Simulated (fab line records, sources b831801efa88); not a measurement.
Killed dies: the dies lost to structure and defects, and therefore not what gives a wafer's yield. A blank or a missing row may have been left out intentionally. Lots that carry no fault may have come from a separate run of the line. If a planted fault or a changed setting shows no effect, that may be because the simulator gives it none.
What tool caused it?    flow sfqLine    route of 325 steps, sampled at 1 step: 14 lots, 42 wafers

## WHAT THE GAUGES SHOWED, per wafer
The record lacks any reading of a measuring or inspecting step that a usual standard deviation could be used to judge.

## TOOL THAT RAN EACH LOT (tool first, then ch and the chambers of the sampled wafers, then the start)
lot   SFQ_TRILAYER_M5_LITHO_PEB_126
L597  lithoTrack-03 ch 0, day 49 17:18
L599  lithoTrack-03 ch 0, day 50 02:28
L601  lithoTrack-01 ch 0, day 55 08:50
L603  lithoTrack-01 ch 0, day 55 22:00
L604  lithoTrack-01 ch 0, day 56 01:41
L605  lithoTrack-03 ch 0, day 56 18:30
L606  lithoTrack-02 ch 0, day 58 18:01
L607  lithoTrack-02 ch 0, day 58 19:14
L609  lithoTrack-02 ch 0, day 63 14:46
L612  lithoTrack-02, day 64 16:35
L613  lithoTrack-01, day 64 18:59
L614  lithoTrack-03 ch 0, day 64 21:25
L619  lithoTrack-03 ch 0, day 66 01:43
L620  lithoTrack-01 ch 0, day 66 06:43
- SFQ_TRILAYER_M5_LITHO_PEB_126: peb time 60 s.

## WHAT THE TOOLS THEMSELVES READ (means of the sampled wafers that have a number; where no wafer has one, the mark that the record gives instead)
SFQ_TRILAYER_M5_LITHO_PEB_126. Usual: chillPlateTempC 22.99 C, standard deviation 0.11; exhaustPa 45.0 Pa, standard deviation 0.9.
lot   tool           chillPlateTempC (C)  exhaustPa (Pa)  flag
L597  lithoTrack-03  22.97                45.2            
L599  lithoTrack-03  23.04                44.4            
L601  lithoTrack-01  23.10                44.1            
L603  lithoTrack-01  23.04                45.0            
L604  lithoTrack-01  22.94                44.7            
L605  lithoTrack-03  22.78                44.9            
L606  lithoTrack-02  22.94                44.6            
L607  lithoTrack-02  22.98                44.5            
L609  lithoTrack-02  22.91                45.4            
L612  lithoTrack-02  -                    -               OFF
L613  lithoTrack-01  -                    -               OFF
L614  lithoTrack-03  23.04                44.0            
L619  lithoTrack-03  23.10                45.2            
L620  lithoTrack-01  22.93                46.7            

## THE ANSWER, worked out from the rows above alone
Rule: lot off if the mean of its wafers having a number is beyond 3 standard deviations from the usual mean. A lot without any number at a reading at which 4 lots or more have one is off too. The other lots that the step has rows for count as sound. Order of review: gauges by route order, followed by the tools' own readings, for which a lot's mean as printed above is used. The first step at which some lot is off is used, and at that step the reading that is off furthest; a lot without a number counts as furthest.
Off, at SFQ_TRILAYER_M5_LITHO_PEB_126 on chillPlateTempC: L612, L613. Without a number there: L612, L613.
A tool fits if, at that step or a process step before it, it ran every lot that is off, and no sound lot after the first of them. Not one of the candidates tried fits.

## WHAT THE SIMULATOR HAD PUT IN
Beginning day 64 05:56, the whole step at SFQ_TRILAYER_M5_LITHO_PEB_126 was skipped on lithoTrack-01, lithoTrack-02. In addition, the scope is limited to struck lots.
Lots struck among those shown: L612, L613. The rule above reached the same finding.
